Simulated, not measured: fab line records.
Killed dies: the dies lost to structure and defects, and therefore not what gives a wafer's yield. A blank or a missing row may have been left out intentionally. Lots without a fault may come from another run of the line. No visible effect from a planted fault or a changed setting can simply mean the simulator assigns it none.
Which tool was responsible?	flow sky130	13 lots, 39 wafers sampled, at 2 steps of a route of 708

WHAT THE GAUGES READ, wafer by wafer
SKY_VIA2_THK_MEAS_01. Usual: VIA2_HDPCVD_THK 1175 nm, standard deviation 11.
lot	measured	on	VIA2_HDPCVD_THK (nm)	flag
L549	day 36 08:07	film-metro-04	1175 1172 1192	
L550	day 36 18:03	film-metro-04	1173 1163 1162	
L551	day 36 20:08	film-metro-03	1181 1180 1178	
L552	day 37 03:14	film-metro-02	1191 1186 1194	
L554	day 37 15:18	film-metro-04	1173 1191 1189	
L555	day 37 18:57	film-metro-04	1160 1172 1167	
L556	day 38 09:09	film-metro-03	1179 1194 1176	
L557	day 38 09:22	film-metro-04	1179 1170 1174	
L563	day 40 12:46	film-metro-04	1162 1171 1418 1161 1171 1418	OFF
L566	day 41 03:29	film-metro-03	1177 1167 1166	
L569	day 41 23:07	film-metro-04	1180 1178 1174	
L570	day 42 07:34	film-metro-02	1168 1171 1181	
L572	day 42 20:20	film-metro-03	1156 1150 1152	

WHICH TOOL RAN EACH LOT (tool, then ch and the chambers of the sampled wafers, then the start)
lot	SKY_VIA2_HDPCVD_00
L549	hdpcvd-02 ch 0,1,2, day 36 07:58
L550	hdpcvd-01 ch 1,2, day 36 17:56
L551	hdpcvd-02 ch 0,1,2, day 36 20:00
L552	hdpcvd-01 ch 1,2, day 37 03:06
L554	hdpcvd-01 ch 0,1,2, day 37 15:11
L555	hdpcvd-02 ch 0,2, day 37 18:49
L556	hdpcvd-01 ch 0,1,2, day 38 09:01
L557	hdpcvd-02 ch 0,1,2, day 38 09:14
L563	hdpcvd-02 ch 0,1,2, day 40 12:38
L566	hdpcvd-01 ch 1,2, day 41 03:22
L569	hdpcvd-01 ch 0,1,2, day 41 22:59
L570	hdpcvd-01 ch 0,2, day 42 07:26
L572	hdpcvd-01 ch 1,2, day 42 20:13
- SKY_VIA2_HDPCVD_00: deposits SiO2, target thk 1180 nm, time 196.7 s.

WHAT THE TOOLS THEMSELVES READ (means of the sampled wafers that have a number; where no wafer has one, the mark that the record gives instead)
SKY_VIA2_HDPCVD_00. Usual: run-length-s 224.6 s, standard deviation 0.6.
lot	tool	run-length-s (s)	flag
L549	hdpcvd-02	224.3	
L550	hdpcvd-01	224.8	
L551	hdpcvd-02	224.0	
L552	hdpcvd-01	225.3	
L554	hdpcvd-01	224.6	
L555	hdpcvd-02	224.3	
L556	hdpcvd-01	225.0	
L557	hdpcvd-02	224.2	
L563	hdpcvd-02	237.0	OFF
L566	hdpcvd-01	224.8	
L569	hdpcvd-01	224.9	
L570	hdpcvd-01	225.0	
L572	hdpcvd-01	225.1	

THE ANSWER, worked out from the rows above alone
Rule: take the mean of a lot's wafers that have a number; if it is more than 3 standard deviations from the usual mean, the lot is off. A lot without any number at a reading at which 4 lots or more have one is off too. Any other lot the step has rows for is counted as sound. Order of review: gauges by route order, followed by the tools' own readings, for which a lot's mean as printed above is used. The first step at which some lot is off is used, and at that step the reading that is off furthest; a lot without a number counts as furthest.
Off: at SKY_VIA2_THK_MEAS_01 (VIA2_HDPCVD_THK), L563.
If a tool, at a process step before that reading, ran all the lots that are off and no sound lot after the first of them, it fits. The gauges at SKY_VIA2_THK_MEAS_01 aren't tried: what is off there is off at SKY_VIA2_HDPCVD_00 too, on other tools, and a gauge's error can't cause that. One candidate fits, namely hdpcvd-02 at SKY_VIA2_HDPCVD_00. A fault onset in the window from L557 (day 38 09:14, its last sound lot) to L563 (day 40 12:38, its first lot off) fits.
The tool's own readings at SKY_VIA2_HDPCVD_00 bear it out: on the lots that are off they differ by more than 5 times the standard deviation of the sound lots' means. run-length-s reads 237.0 s there against 224.7 s on the sound lots.

WHAT THE SIMULATOR HAD PUT IN
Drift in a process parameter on hdpcvd-02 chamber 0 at SKY_VIA2_HDPCVD_00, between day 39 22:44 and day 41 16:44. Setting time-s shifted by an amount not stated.
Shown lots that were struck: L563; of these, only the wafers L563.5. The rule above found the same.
